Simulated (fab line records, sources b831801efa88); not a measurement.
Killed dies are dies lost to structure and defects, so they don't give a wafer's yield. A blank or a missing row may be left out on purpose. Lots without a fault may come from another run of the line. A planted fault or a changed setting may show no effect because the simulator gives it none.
fab line records | flow sky130 | part 1 of 2: steps 1 to 31 of 38
record lots=5 wafers=15 last_day=50
route steps=708 shown GATE_OXIDE@196 POLY_GATE@204 RES_PROTECT@206
lots that met no fault: from a run of the same line without faults
start_h: hours from the record's first day to the start of the lot's first wafer shown | wait_h: hours since the lot's step before | " the same as in the row above | L1.1+2: a row that stands for several wafers | - no value, or no start given | * or withheld: withheld | < > ~ a bound
route shown NAME@n: a module of which the file shows steps, and the number in the route of the first | usual: mean/standard deviation of fault-free wafers | same: alike in all rows | chamber/n: place in a boat | sites: the reading at each site | _std_site: their standard deviation | _edge_site: outer sites' mean less inner sites' | radius_mm: how far each site lies from the wafer's centre | mask NAME#n: copy n | behind: the tool/chamber that last shaped the wafer | hold: why the lot was held/for how many hours/how that ended | device: the transistor (n, p or np) that didn't switch | end of line: the same wafers' tests at the end of the route | a step without rows: its recipe alone | killed: dies lost to structure and defects at the first sort, not the wafer's yield | map: a wafer's dies, x killed, . not, _ none there
set.NAME: the setting as run; set.NAME@STEP: as run at that earlier step | model.NAME: the simulator's own value behind a step, which no gauge read
lots at some steps of the route; a table a step, a row a wafer
services: from which hour (start_h, from the record's first day; less than 0 if before it) a tool's chamber was out of use, for how many hours, and why
## steps
# step SKY_GATE_OXIDE_DEVELOP_09
# recipe resist=NOVOLAK developer=TMAH develop_time_s=60 dev_temp_c=23
# columns lot.wafer tool chamber start_h wait_h
L077.1+2+5 litho_track-01 0 335.14 0.1
L080.1+2+4 litho_track-03 0 361.84 0.1
L083.1+3+6 litho_track-03 0 375.04 0.1
L086.2+5+6 litho_track-03 0 401.32 0.1
L095.2+3+6 litho_track-03 0 487.17 0.1
# step SKY_GATE_OXIDE_OVL_MEAS_10
# usual GATE_OXIDE_OVL=0.2/1.3
# columns lot.wafer tool chamber start_h wait_h GATE_OXIDE_OVL[nm]
L077.1 overlay-01 - 335.29 0.1 1.2
L077.2 " - " " 0.3
L077.5 " - " " 0.2
L080.1 overlay-01 - 361.99 0.1 -0.3
L080.2 " - " " -0.5
L080.4 " - " " -0.4
L083.1 overlay-01 - 375.19 0.1 -0.1
L083.3 " - " " 2.4
L083.6 " - " " 1.4
L086.2 overlay-01 - 401.45 0.1 0.6
L086.5 " - " " -0.3
L086.6 " - " " 1.5
L095.2 overlay-02 - 487.30 0.1 3.3
L095.3 " - " " -0.1
L095.6 " - " " -0.5
# step SKY_GATE_OXIDE_IMPLANT_11
# recipe species=B energy_kev=10 dose_cm2=2.6e+12 tilt_deg=withheld
# usual beam_energy_keV=9.999/0.0032 dose_ions_cm2=2.5998e+12/2.9e+09 faraday_current_uA=14.7/0.32
# columns lot.wafer tool chamber start_h wait_h beam_energy_keV dose_ions_cm2 faraday_current_uA
L077.1 implanter-01 0 335.32 0.0 10.004 2.6015e+12 14.9
L077.2 " 0 " " 10.003 2.5969e+12 14.2
L077.5 " 0 " " 10.003 2.6006e+12 14.1
L080.1 implanter-02 0 362.03 0.0 10.001 2.6004e+12 14.4
L080.2 " 0 " " 10.002 2.6004e+12 14.7
L080.4 " 0 " " 10.004 2.6005e+12 14.8
L083.1 implanter-03 0 375.23 0.0 10.000 2.603e+12 14.3
L083.3 " 0 " " 9.994 2.5902e+12 14.1
L083.6 " 0 " " 9.996 2.5983e+12 14.7
L086.2 implanter-03 0 401.50 0.0 9.997 2.6003e+12 14.5
L086.5 " 0 " " 9.997 2.599e+12 14.8
L086.6 " 0 " " 9.998 2.5997e+12 15.0
L095.2 implanter-01 0 487.35 0.0 9.997 2.603e+12 14.4
L095.3 " 0 " " 10.001 2.5998e+12 14.5
L095.6 " 0 " " 10.000 2.5991e+12 14.7
# step SKY_GATE_OXIDE_WET_ETCH_12
# recipe chemistry=dHF target_depth_nm=16.8 dry=n2_spin target=SiO2 dilution=100:1 temp_c=25 time_s=336
# columns lot.wafer tool chamber start_h wait_h
L077.1+2+5 wet_bench-03 1 335.47 0.1
L080.1+2+4 wet_bench-04 3 362.18 0.1
L083.1+3+6 wet_bench-04 2 375.38 0.1
L086.2+5+6 wet_bench-04 0 401.63 0.1
L095.2+3+6 wet_bench-04 3 487.48 0.1
# step SKY_GATE_OXIDE_STRIP_13
# recipe chemistry=O2/N2 power_w=1400 pressure_mtorr=1500 platen_temp_c=withheld o2_flow_sccm=3000 n2_flow_sccm=300 overash_fraction=0.5
# usual drypump_motor_current_A=5.67/0.21 oes_product_au=0.716/0.0046 strip_time_to_endpoint_s=14.19/0.034
# columns lot.wafer tool chamber start_h wait_h drypump_motor_current_A oes_product_au rf_hours_counter_h strip_time_to_endpoint_s
L077.1 plasma_asher-04 1 335.57 0.0 5.42 0.706 21 14.17
L077.2 " 0 " " 5.69 0.716 21 14.18
L077.5 " 1 " " 5.44 0.714 - 14.15
L080.1 plasma_asher-04 1 362.28 0.0 5.43 0.716 25 14.21
L080.2 " 0 " " 5.69 0.712 25 14.20
L080.4 " 0 " " 5.69 0.720 - 14.17
L083.1 plasma_asher-01 0 375.48 0.0 5.45 0.710 71 14.20
L083.3 " 0 " " 5.43 0.711 - 14.16
L083.6 " 1 " " 5.95 0.715 - 14.14
L086.2 plasma_asher-03 0 401.85 0.0 5.62 0.718 66 14.18
L086.5 " 1 " " 5.68 0.706 - 14.20
L086.6 " 0 " " 5.62 0.715 - 14.19
L095.2 plasma_asher-01 1 487.58 0.0 5.98 0.713 83 14.18
L095.3 " 1 " " 6.00 0.717 - 14.18
L095.6 " 1 " " 5.99 0.718 - 14.20
# step SKY_GATE_OXIDE_TW_MEAS_14
# usual GATE_OXIDE_TW=225.8/2.1
# columns lot.wafer tool chamber start_h wait_h GATE_OXIDE_TW
L077.1 film_metro-01 - 335.67 0.1 226.2
L077.2 " - " " 224.9
L077.5 " - " " 227.1
L080.1 film_metro-01 - 362.38 0.1 227.0
L080.2 " - " " 226.4
L080.4 " - " " 226.6
L083.1 film_metro-04 - 375.58 0.1 226.8
L083.3 " - " " 225.9
L083.6 " - " " 226.7
L086.2 film_metro-01 - 401.96 0.1 225.8
L086.5 " - " " 225.5
L086.6 " - " " 225.9
L095.2 film_metro-01 - 487.69 0.1 227.6
L095.3 " - " " 229.0
L095.6 " - " " 228.6
# step SKY_GATE_OXIDE_CLEAN_15
# recipe chemistry=SC1/SC2 mix=1:4:20 temp_c=70 time_s=150 dry=n2_spin
# columns lot.wafer tool chamber start_h wait_h
L077.1+2+5 wet_bench-03 3 335.73 0.1
L080.1+2+4 wet_bench-02 1 362.44 0.1
L083.1+3+6 wet_bench-03 2 375.64 0.1
L086.2+5+6 wet_bench-02 2 402.01 0.0
L095.2+3+6 wet_bench-02 0 487.74 0.0
# step SKY_GATE_OXIDE_OXIDATION_16
# recipe temp_c=800 ambient=O2 idle_temp_c=700 ramp_up_c_per_min=10 ramp_down_c_per_min=3 stabilise_s=600 purge_s=300 target_thk_a=35.7 ox_time_s=1915
# usual spike_tc_upper_C=801.3/1.2
# columns lot.wafer tool chamber start_h wait_h spike_tc_upper_C
L077.1 furnace-02 0 336.80 1.0 801.6
L077.2 " 0 " " 804.7
L077.5 " 0 " " 801.2
L080.1 furnace-02 0 362.49 0.0 801.2
L080.2 " 0 " " 801.2
L080.4 " 0 " " 801.9
L083.1 furnace-01 0 377.46 1.8 800.2
L083.3 " 0 " " 800.0
L083.6 " 0 " " 800.4
L086.2 furnace-01 0 402.06 0.0 799.5
L086.5 " 0 " " 800.5
L086.6 " 0 " " 800.0
L095.2 furnace-02 0 487.79 0.0 799.0
L095.3 " 0 " " 801.0
L095.6 " 0 " " 801.1
# step SKY_POLY_GATE_CVD_00
# recipe material=poly-Si target_thk_nm=180 temp_c=620 time_s=720 pressure_mtorr=200
# usual spike_tc_upper_C=621.2/1.3
# columns lot.wafer tool chamber start_h wait_h spike_tc_upper_C
L077.1 lpcvd-01 0 338.33 0.0 620.8
L077.2 " 0 " " 622.6
L077.5 " 0 " " 622.2
L080.1 lpcvd-01 0 364.02 0.0 622.4
L080.2 " 0 " " 620.4
L080.4 " 0 " " 624.6
L083.1 lpcvd-01 0 378.99 0.0 622.5
L083.3 " 0 " " 622.8
L083.6 " 0 " " 623.5
L086.2 lpcvd-01 0 403.59 0.0 621.1
L086.5 " 0 " " 621.6
L086.6 " 0 " " 620.3
L095.2 lpcvd-01 0 489.32 0.0 621.4
L095.3 " 0 " " 622.7
L095.6 " 0 " " 623.4
# step SKY_POLY_GATE_THK_MEAS_01
# recipe reads=poly-Si_of_POLY_GATE_CVD_00
# usual POLY_GATE_CVD_00_THK=180.3/1.6
# columns lot.wafer tool chamber start_h wait_h POLY_GATE_CVD_00_THK[nm]
L077.1 film_metro-02 - 340.13 0.0 179.4
L077.2 " - " " 179.0
L077.5 " - " " 181.3
L080.1 film_metro-04 - 365.22 0.0 178.9
L080.2 " - " " 177.9
L080.4 " - " " 178.8
L083.1 film_metro-02 - 380.19 0.0 180.5
L083.3 " - " " 180.6
L083.6 " - " " 180.7
L086.2 film_metro-04 - 404.80 0.0 179.9
L086.5 " - " " 179.2
L086.6 " - " " 179.9
L095.2 film_metro-04 - 490.53 0.0 178.6
L095.3 " - " " 180.0
L095.6 " - " " 178.5
# step SKY_RES_PROTECT_DEHYDRATE_00
# recipe temp_c=200 time_s=60
# columns lot.wafer tool chamber start_h wait_h
L077.1+2+5 litho_track-01 0 352.94 12.8
L080.1+2+4 litho_track-03 0 378.89 13.7
L083.1+3+6 litho_track-01 0 393.59 13.4
L086.2+5+6 litho_track-03 0 419.22 14.4
L095.2+3+6 litho_track-01 0 505.56 15.0
# step SKY_RES_PROTECT_HMDS_01
# recipe prime_time_s=60 prime_temp_c=120
# columns lot.wafer tool chamber start_h wait_h
L077.1+2+5 litho_track-01 0 353.09 0.1
L080.1+2+4 litho_track-03 0 379.04 0.1
L083.1+3+6 litho_track-01 0 393.74 0.1
L086.2+5+6 litho_track-03 0 419.37 0.1
L095.2+3+6 litho_track-01 0 505.71 0.1
# step SKY_RES_PROTECT_COAT_02
# recipe resist=NOVOLAK spin_rpm=3000 resist_thk_nm=1140
# columns lot.wafer tool chamber start_h wait_h
L077.1+2+5 litho_track-01 0 353.24 0.1
L080.1+2+4 litho_track-03 0 379.19 0.1
L083.1+3+6 litho_track-01 0 393.89 0.1
L086.2+5+6 litho_track-03 0 419.52 0.1
L095.2+3+6 litho_track-01 0 505.86 0.1
# step SKY_RES_PROTECT_SOFTBAKE_03
# recipe temp_c=90 time_s=60 resist=NOVOLAK
# columns lot.wafer tool chamber start_h wait_h
L077.1+2+5 litho_track-01 0 353.39 0.1
L080.1+2+4 litho_track-03 0 379.34 0.1
L083.1+3+6 litho_track-01 0 394.04 0.1
L086.2+5+6 litho_track-03 0 419.67 0.1
L095.2+3+6 litho_track-01 0 506.01 0.1
# step SKY_RES_PROTECT_EXPOSE_04
# recipe mask_id=RPM na=0.6 source_shape=conventional sigma_outer=0.6 polarization=unpolarized target_cd_nm=1270 dose_mj=131
# usual exposure_dose_mJ_cm2=131.00/0.11
# columns lot.wafer tool chamber start_h wait_h mask exposure_dose_mJ_cm2
L077.1 iline_stepper-02 0 - - RPM#0 131.06
L077.2 " 0 " " RPM#0 131.04
L077.5 " 0 " " RPM#0 130.90
L080.1 iline_stepper-01 0 - - RPM#0 130.96
L080.2 " 0 " " RPM#0 131.21
L080.4 " 0 " " RPM#0 130.80
L083.1 iline_stepper-02 0 - - RPM#0 130.92
L083.3 " 0 " " RPM#0 130.97
L083.6 " 0 " " RPM#0 130.99
L086.2 iline_stepper-01 0 - - RPM#0 130.90
L086.5 " 0 " " RPM#0 131.12
L086.6 " 0 " " RPM#0 130.86
L095.2 iline_stepper-01 0 - - RPM#0 131.07
L095.3 " 0 " " RPM#0 131.13
L095.6 " 0 " " RPM#0 131.13
# step SKY_RES_PROTECT_PEB_05
# recipe temp_c=withheld time_s=* resist=NOVOLAK
# columns lot.wafer tool chamber start_h wait_h
L077.1+2+5 litho_track-03 0 - -
L080.1+2+4 litho_track-02 0 - -
L083.1+3+6 litho_track-03 0 - -
L086.2+5+6 litho_track-03 0 - -
L095.2+3+6 litho_track-01 0 - -
# step SKY_RES_PROTECT_DEVELOP_06
# recipe resist=NOVOLAK developer=TMAH develop_time_s=60 dev_temp_c=23
# columns lot.wafer tool chamber start_h wait_h
L077.1+2+5 litho_track-03 0 367.44 0.1
L080.1+2+4 litho_track-02 0 393.23 0.1
L083.1+3+6 litho_track-03 0 408.84 0.1
L086.2+5+6 litho_track-03 0 434.92 0.1
L095.2+3+6 litho_track-01 0 520.86 0.1
# step SKY_POLY_GATE_IMPLANT_02
# recipe species=P energy_kev=30 dose_cm2=7.7e+15 tilt_deg=0
# usual beam_energy_keV=30.001/0.0096 dose_ions_cm2=7.7e+15/8.9e+12 faraday_current_uA=12239/570
# columns lot.wafer tool chamber start_h wait_h beam_energy_keV dose_ions_cm2 faraday_current_uA
L077.1 implanter-03 0 367.59 0.1 30.008 7.699e+15 11348
L077.2 " 0 " " 29.994 7.705e+15 11800
L077.5 " 0 " " 29.996 7.692e+15 11499
L080.1 implanter-04 0 393.38 0.1 30.007 7.68e+15 13033
L080.2 " 0 " " 30.002 7.697e+15 13300
L080.4 " 0 " " 29.994 7.687e+15 12455
L083.1 implanter-03 0 408.99 0.1 30.008 7.694e+15 11801
L083.3 " 0 " " 29.997 7.689e+15 11703
L083.6 " 0 " " 30.006 7.707e+15 11539
L086.2 implanter-03 0 435.07 0.1 30.004 7.696e+15 11797
L086.5 " 0 " " 30.001 7.704e+15 11994
L086.6 " 0 " " 29.985 7.677e+15 11782
L095.2 implanter-01 0 521.01 0.1 29.993 7.717e+15 11753
L095.3 " 0 " " 30.000 7.704e+15 12470
L095.6 " 0 " " 30.000 7.719e+15 12534
# step SKY_RES_PROTECT_STRIP_07
# recipe chemistry=O2/N2 power_w=1400 pressure_mtorr=1500 platen_temp_c=withheld o2_flow_sccm=3000 n2_flow_sccm=300 overash_fraction=0.5
# usual drypump_motor_current_A=5.60/0.19 oes_product_au=0.518/0.0046 strip_time_to_endpoint_s=23.30/0.046
# columns lot.wafer tool chamber start_h wait_h drypump_motor_current_A oes_product_au rf_hours_counter_h strip_time_to_endpoint_s
L077.1 plasma_asher-02 1 367.74 0.1 5.60 0.522 55 23.33
L077.2 " 0 " " 5.34 0.510 55 23.32
L077.5 " 0 " " 5.36 0.519 - 23.32
L080.1 plasma_asher-02 1 393.53 0.1 5.60 0.520 57 23.36
L080.2 " 0 " " 5.35 0.520 57 23.34
L080.4 " 0 " " 5.37 0.513 - 23.30
L083.1 plasma_asher-01 1 409.14 0.1 5.98 0.526 75 23.37
L083.3 " 1 " " 6.00 0.515 - 23.36
L083.6 " 0 " " 5.46 0.520 - 23.34
L086.2 plasma_asher-02 0 435.19 0.1 5.36 0.516 62 23.30
L086.5 " 1 " " 5.60 0.522 - 23.27
L086.6 " 0 " " 5.38 0.521 - 23.25
L095.2 plasma_asher-03 1 521.14 0.1 5.70 0.520 9 23.24
L095.3 " 1 " " 5.71 0.520 - 23.23
L095.6 " 1 " " 5.68 0.521 - 23.26
# step SKY_RES_PROTECT_TW_MEAS_08
# usual POLY_GATE_TW=4064/26
# columns lot.wafer tool chamber start_h wait_h POLY_GATE_TW
L077.1 film_metro-04 - 367.84 0.1 4092
L077.2 " - " " 4079
L077.5 " - " " 4075
L080.1 film_metro-04 - 393.63 0.1 4091
L080.2 " - " " 4070
L080.4 " - " " 4082
L083.1 film_metro-04 - 409.24 0.1 4068
L083.3 " - " " 4099
L083.6 " - " " 4068
L086.2 film_metro-01 - 435.30 0.1 4056
L086.5 " - " " 4055
L086.6 " - " " 4082
L095.2 film_metro-01 - 521.25 0.1 4090
L095.3 " - " " 4082
L095.6 " - " " 4083
# step SKY_RES_PROTECT_CLEAN_09
# recipe chemistry=SC1/SC2 mix=1:4:20 temp_c=70 time_s=150 dry=n2_spin
# columns lot.wafer tool chamber start_h wait_h
L077.1+2+5 wet_bench-03 1 367.90 0.1
L080.1+2+4 wet_bench-04 2 393.69 0.1
L083.1+3+6 wet_bench-03 0 409.30 0.1
L086.2+5+6 wet_bench-04 0 435.35 0.0
L095.2+3+6 wet_bench-03 2 521.30 0.0
# step SKY_POLY_GATE_CVD_03
# recipe material=Si3N4 precursor=DCS/NH3 target_thk_nm=75 temp_c=770 time_s=1290 pressure_mtorr=250
# usual spike_tc_upper_C=769.9/1.1
# columns lot.wafer tool chamber start_h wait_h spike_tc_upper_C
L077.1 lpcvd-02 1 367.98 0.0 768.9
L077.2 " 1 " " 769.3
L077.5 " 1 " " 769.3
L080.1 lpcvd-02 0 394.96 1.2 770.6
L080.2 " 0 " " 770.8
L080.4 " 0 " " 768.8
L083.1 lpcvd-02 0 410.13 0.8 770.3
L083.3 " 0 " " 769.5
L083.6 " 0 " " 772.1
L086.2 lpcvd-02 0 436.93 1.5 769.6
L086.5 " 0 " " 770.9
L086.6 " 0 " " 769.8
L095.2 lpcvd-02 0 521.35 0.0 770.6
L095.3 " 0 " " 769.6
L095.6 " 0 " " 770.7
# step SKY_POLY_GATE_THK_MEAS_04
# recipe reads=Si3N4_of_POLY_GATE_CVD_03
# usual POLY_GATE_CVD_03_THK=74.9/0.68
# columns lot.wafer tool chamber start_h wait_h POLY_GATE_CVD_03_THK[nm]
L077.1 film_metro-04 - 369.34 0.0 75.2
L077.2 " - " " 74.6
L077.5 " - " " 74.7
L080.1 film_metro-04 - 396.32 0.0 75.1
L080.2 " - " " 74.9
L080.4 " - " " 75.5
L083.1 film_metro-03 - 411.49 0.0 75.9
L083.3 " - " " 75.2
L083.6 " - " " 76.1
L086.2 film_metro-02 - 438.29 0.0 74.4
L086.5 " - " " 75.6
L086.6 " - " " 74.8
L095.2 film_metro-03 - 522.72 0.0 73.8
L095.3 " - " " 74.3
L095.6 " - " " 73.5
# step SKY_POLY_GATE_DEHYDRATE_05
# recipe temp_c=200 time_s=60
# columns lot.wafer tool chamber start_h wait_h
L077.1+2+5 litho_track-04 0 382.57 13.2
L080.1+2+4 litho_track-02 0 410.33 14.0
L083.1+3+6 litho_track-02 0 426.08 14.6
L086.2+5+6 litho_track-04 0 453.19 14.9
L095.2+3+6 litho_track-04 0 537.14 14.4
# step SKY_POLY_GATE_HMDS_06
# recipe prime_time_s=60 prime_temp_c=120
# columns lot.wafer tool chamber start_h wait_h
L077.1+2+5 litho_track-04 0 382.72 0.1
L080.1+2+4 litho_track-02 0 410.48 0.1
L083.1+3+6 litho_track-02 0 426.23 0.1
L086.2+5+6 litho_track-04 0 453.34 0.1
L095.2+3+6 litho_track-04 0 537.29 0.1
# step SKY_POLY_GATE_COAT_07
# recipe resist=BARC temp_c=withheld time_s=withheld spin_rpm=3000 resist_thk_nm=110
# columns lot.wafer tool chamber start_h wait_h
L077.1+2+5 litho_track-04 0 382.87 0.1
L080.1+2+4 litho_track-02 0 410.63 0.1
L083.1+3+6 litho_track-02 0 426.38 0.1
L086.2+5+6 litho_track-04 0 453.49 0.1
L095.2+3+6 litho_track-04 0 537.44 0.1
# step SKY_POLY_GATE_COAT_08
# recipe resist=KrF-thick spin_rpm=3000 resist_thk_nm=450
# columns lot.wafer tool chamber start_h wait_h
L077.1+2+5 litho_track-04 0 - -
L080.1+2+4 litho_track-02 0 - -
L083.1+3+6 litho_track-02 0 - -
L086.2+5+6 litho_track-04 0 - -
L095.2+3+6 litho_track-04 0 - -
# step SKY_POLY_GATE_SOFTBAKE_09
# recipe temp_c=100 time_s=90 resist=KrF-thick
# columns lot.wafer tool chamber start_h wait_h
L077.1+2+5 litho_track-04 0 - -
L080.1+2+4 litho_track-02 0 - -
L083.1+3+6 litho_track-02 0 - -
L086.2+5+6 litho_track-04 0 - -
L095.2+3+6 litho_track-04 0 - -
# step SKY_POLY_GATE_EXPOSE_10
# recipe mask_id=P1M na=0.68 source_shape=conventional sigma_outer=0.6 target_cd_nm=150 dose_mj=28
# usual exposure_dose_mJ_cm2=27.98/0.033
# columns lot.wafer tool chamber start_h wait_h mask exposure_dose_mJ_cm2
L077.1 krf_scanner-02 0 - - P1M#0 27.96
L077.2 " 0 " " P1M#0 27.91
L077.5 " 0 " " P1M#0 28.00
L080.1 krf_scanner-01 0 - - P1M#0 27.96
L080.2 " 0 " " P1M#0 28.02
L080.4 " 0 " " P1M#0 28.02
L083.1 krf_scanner-01 0 - - P1M#0 27.96
L083.3 " 0 " " P1M#0 27.98
L083.6 " 0 " " P1M#0 28.01
L086.2 krf_scanner-02 0 - - P1M#0 28.00
L086.5 " 0 " " P1M#0 28.03
L086.6 " 0 " " P1M#0 28.03
L095.2 krf_scanner-02 0 - - P1M#0 27.99
L095.3 " 0 " " P1M#0 27.94
L095.6 " 0 " " P1M#0 27.95
# step SKY_POLY_GATE_PEB_11
# recipe peb_temp_c=withheld peb_time_s=withheld resist=KrF-thick
# columns lot.wafer tool chamber start_h wait_h
L077.1+2+5 litho_track-04 0 - -
L080.1+2+4 litho_track-04 0 - -
L083.1+3+6 litho_track-04 0 - -
L086.2+5+6 litho_track-04 0 - -
L095.2+3+6 litho_track-02 0 - -
# step SKY_POLY_GATE_DEVELOP_12
# recipe develop_time_s=60 resist=KrF-thick dev_temp_c=21
# columns lot.wafer tool chamber start_h wait_h
L077.1+2+5 litho_track-04 0 - -
L080.1+2+4 litho_track-04 0 - -
L083.1+3+6 litho_track-04 0 - -
L086.2+5+6 litho_track-04 0 - -
L095.2+3+6 litho_track-02 0 - -
